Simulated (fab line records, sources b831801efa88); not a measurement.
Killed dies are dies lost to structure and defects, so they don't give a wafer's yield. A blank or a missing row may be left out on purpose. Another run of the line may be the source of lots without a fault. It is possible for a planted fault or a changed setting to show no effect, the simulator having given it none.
Which tool was responsible?	flow sfqLine	at 1 step of a route of 325, 7 lots with 20 wafers sampled

== WHAT THE GAUGES SHOWED, per wafer ==
SFQ_I4_OVL_MEAS_928.
lot	measured	on	I4_OVL (nm)
L981	day 48 09:31	overlay-02	2 5 3
L983	day 50 05:55	overlay-01	4 7 4
L985	day 51 08:19	overlay-02	3 6 6
L994	day 54 23:25	overlay-01	0 7
L996	day 55 01:49	overlay-01	0 1 1
L998	day 55 07:22	overlay-02	-4 -1 -6
L100	day 55 09:46	overlay-02	-3 1 0

== WHICH TOOL RAN EACH LOT (tool, then ch and the chambers of the sampled wafers, then the start) ==
No process step before these readings appears in the record.

== THE ANSWER, worked out from the rows above alone ==
Rule: the lots themselves supply what counts as usual. The widest of any qualifying gaps counts: lots, ordered by their means at a reading, are off when they make up no more than a third of the lots, leave a main group of 4 or more, and stand apart from it by 3 or more times the standard deviation of that group's means. A main group whose means are all the same, to the digits that the tables above print for the reading, isn't used. Also off: a lot with no number at a reading for which 4 or more lots have one. Where the step has rows for the other lots, those lots are counted as sound.
Across all readings shown, no lot is off: no conclusion can be drawn from this.

== WHAT HAD BEEN PUT IN BY THE SIMULATOR ==
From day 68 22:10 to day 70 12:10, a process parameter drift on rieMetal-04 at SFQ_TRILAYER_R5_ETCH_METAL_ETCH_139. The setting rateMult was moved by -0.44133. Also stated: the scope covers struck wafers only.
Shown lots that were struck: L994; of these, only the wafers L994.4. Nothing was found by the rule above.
